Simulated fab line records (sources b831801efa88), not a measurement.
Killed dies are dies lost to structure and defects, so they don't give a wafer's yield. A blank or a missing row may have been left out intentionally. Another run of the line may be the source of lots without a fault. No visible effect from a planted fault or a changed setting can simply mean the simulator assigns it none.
The same fault as seen by 2 desks + flow sky130 + each desk holds nothing but its own numbers, with what lay behind them at the end

TOOL OWNER'S DESK, litho-track-04
The tool's own readings at SKY_METAL2_COAT_10 (resist thk 450 nm): means of the sampled wafers that have a number, for each lot that ran on this tool. The brackets show how far a lot's mean lies from the usual mean; more than 4 standard deviations puts the lot out of limits, marked OUT.
Columns: A = dispense-pressure-kPa at SKY_METAL2_COAT_10, usual 46.5 kPa; B = exhaust-pa at SKY_METAL2_COAT_10, usual 44.9 Pa; C = spin-speed-rpm at SKY_METAL2_COAT_10, usual 2999.7 rpm
| lot  | first seen here | A    | B    | C                |
|------|-----------------|------|------|------------------|
| L142 | day 35 19:00    | 45.1 | 45.0 | 2999.4           |
| L144 | day 36 16:00    | 45.1 | 45.7 | 2998.8           |
| L146 | day 37 11:00    | 45.1 | 44.8 | 2999.7           |
| L149 | day 38 04:00    | 45.1 | 44.2 | 3002.3           |
| L155 | day 40 07:00    | 45.1 | 44.9 | 2955.3 (-20) OUT |
| L157 | day 40 10:00    | 45.1 | 44.4 | 2955.5 (-20) OUT |
This desk finds L155, L157 out of limits, L155 being first, at day 40 07:00 (spin-speed-rpm at SKY_METAL2_COAT_10). L142, L144, L146, L149 stayed within limits.

METROLOGY DESK
What the gauges read, lot by lot, whatever tool the lot ran on: means of the sampled wafers that have a number. The brackets show how far a lot's mean lies from the usual mean; more than 4 standard deviations puts the lot out of limits, marked OUT.
Columns: A = METAL2_ALCU_RS at SKY_METAL2_RS_MEAS_05, usual 0.1267 ohm/sq
| lot  | first seen here | A      |
|------|-----------------|--------|
| L141 | day 34 20:15    | 0.1259 |
| L142 | day 35 06:53    | 0.1263 |
| L144 | day 36 03:49    | 0.1261 |
| L146 | day 36 23:04    | 0.1275 |
| L147 | day 37 10:26    | 0.1266 |
| L149 | day 37 15:05    | 0.1266 |
| L154 | day 39 04:03    | 0.1276 |
| L155 | day 39 18:35    | 0.1272 |
| L157 | day 39 22:41    | 0.1273 |
| L160 | day 40 16:31    | 0.1262 |
| L161 | day 41 01:50    | 0.1255 |
| L162 | day 41 07:59    | 0.1239 |
This desk found nothing out of limits on any of the 12 lots.

ALL TOGETHER
The tool owner's desk could have raised an alarm at day 40 07:00, on L155, L157.
From the metrology desk's view, nothing was out of limits.
The metrology desk has L155, L157 on record, within its limits.
Of the lots named, all ran SKY_METAL2_COAT_10 on litho-track-04.

WHAT WAS PUT IN BY THE SIMULATOR
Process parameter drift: litho-track-04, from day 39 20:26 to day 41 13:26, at SKY_METAL2_COAT_10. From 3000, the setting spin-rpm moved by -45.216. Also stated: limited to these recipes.
Struck lots among those shown: L155, L157.
How many hours passed from the start of the fault until each desk's first out-of-limits reading: the tool owner's desk, 11.
